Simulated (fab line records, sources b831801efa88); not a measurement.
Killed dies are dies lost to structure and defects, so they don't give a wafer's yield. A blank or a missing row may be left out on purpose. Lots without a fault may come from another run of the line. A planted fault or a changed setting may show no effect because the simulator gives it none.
Split-lot experiment | flow sky130 | 5 lots, 23 wafers read, on a route of 708 steps

THE SPLIT
At SKY_VT_ADJUST_LVTN_IMPLANT_08, the setting energy_kev was moved away from the recipe's 30 on 7 of the 23 wafers read, by -4.8% to +2.0%. The other wafers ran this setting at the recipe's value.

The reading is taken at the split's own step.

THE READING
implant.drp_nm (the simulator's own value, which no gauge read), in nm, at SKY_VT_ADJUST_LVTN_IMPLANT_08. The file gives no usual value for it.

wafer  | tool, chamber at the split | energy_kev as run | against the recipe | implant.drp_nm, nm | against lot-mates on the recipe
L074.1 | implanter-02, 0            | 30                | recipe             | 42.97              | -
L074.2 | implanter-02, 0            | 30                | recipe             | 42.97              | -
L074.6 | implanter-02, 0            | 30                | recipe             | 42.97              | -
L074.3 | implanter-02, 0            | 28.55             | -4.8%              | 41.18              | -1.79
L074.5 | implanter-02, 0            | 28.55             | -4.8%              | 41.18              | -1.79
L076.1 | implanter-02, 0            | 30                | recipe             | 42.97              | -
L076.2 | implanter-02, 0            | 30                | recipe             | 42.97              | -
L076.5 | implanter-02, 0            | 30                | recipe             | 42.97              | -
L080.2 | implanter-01, 0            | 28.84             | -3.9%              | 41.57              | -1.40
L080.3 | implanter-01, 0            | 28.84             | -3.9%              | 41.57              | -1.40
L080.4 | implanter-01, 0            | 28.84             | -3.9%              | 41.57              | -1.40
L080.5 | implanter-01, 0            | 30                | recipe             | 42.97              | -
L080.6 | implanter-01, 0            | 30                | recipe             | 42.97              | -
L079.1 | implanter-02, 0            | 30                | recipe             | 42.97              | -
L079.3 | implanter-02, 0            | 30                | recipe             | 42.97              | -
L079.4 | implanter-02, 0            | 30                | recipe             | 42.97              | -
L079.2 | implanter-02, 0            | 30.59             | +2.0%              | 43.59              | +0.62
L079.5 | implanter-02, 0            | 30.59             | +2.0%              | 43.59              | +0.62
L083.1 | implanter-03, 0            | 30                | recipe             | 42.97              | -
L083.2 | implanter-03, 0            | 30                | recipe             | 42.97              | -
L083.3 | implanter-03, 0            | 30                | recipe             | 42.97              | -
L083.5 | implanter-03, 0            | 30                | recipe             | 42.97              | -
L083.6 | implanter-03, 0            | 30                | recipe             | 42.97              | -

THE FIT
A straight line over all 23 wafers: implant.drp_nm changes by +0.36 nm for each +1% of energy_kev; r = +1.00; the points scatter about the line by 0.028 nm.
The same after taking each lot's own level away (the mean of its wafers on the recipe; 23 wafers): +0.36 nm for each +1%; r = +1.00; scatter 0.028 nm.
On that fit, the largest move of energy_kev shifts the reading by 1.7 nm.
The lots' own levels span 42.970 to 42.970 nm.
So the lot-to-lot level changes the slope little: the two slopes agree.
Check: with one of the wafers moved furthest among these (-4.8%) left out of the fit, the line predicts -1.74 nm for it against its lot-mates. It came out at -1.79 nm against them.

OTHER SPLITS ON THESE WAFERS
These wafers also went through other splits before the reading. Each is held against what the fit with the lots' levels taken away leaves over:
other split on the same wafers               | wafers away from the commonest value | r with implant.drp_nm (lot level and that fit taken away)
SKY_FIELD_ISO_ETCH_15 time_s                 | 9                                    | +0.34
SKY_NWELL_SOFTBAKE_06 temp_c                 | 5                                    | -0.36
SKY_NWELL_IMPLANT_13 energy_kev              | 10                                   | -0.18
SKY_VT_ADJUST_HVTP_DEVELOP_06 develop_time_s | 8                                    | +0.22

THE WHOLE CHAIN: every reading that the file lists as answering this split, in the file's order
step                          | what it does | reading                                                         | change (the file's fit)               | r (the file's)
SKY_VT_ADJUST_LVTN_IMPLANT_08 |              | implant.rp_nm (the simulator's own value, which no gauge read)  | +0.964 nm for each +1% of the setting | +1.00
SKY_VT_ADJUST_LVTN_IMPLANT_08 |              | implant.drp_nm (the simulator's own value, which no gauge read) | +0.362 nm for each +1% of the setting | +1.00

THE FILE'S OWN FIT
implant.drp_nm changes by +0.362 nm for each +1% of energy_kev, r = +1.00.
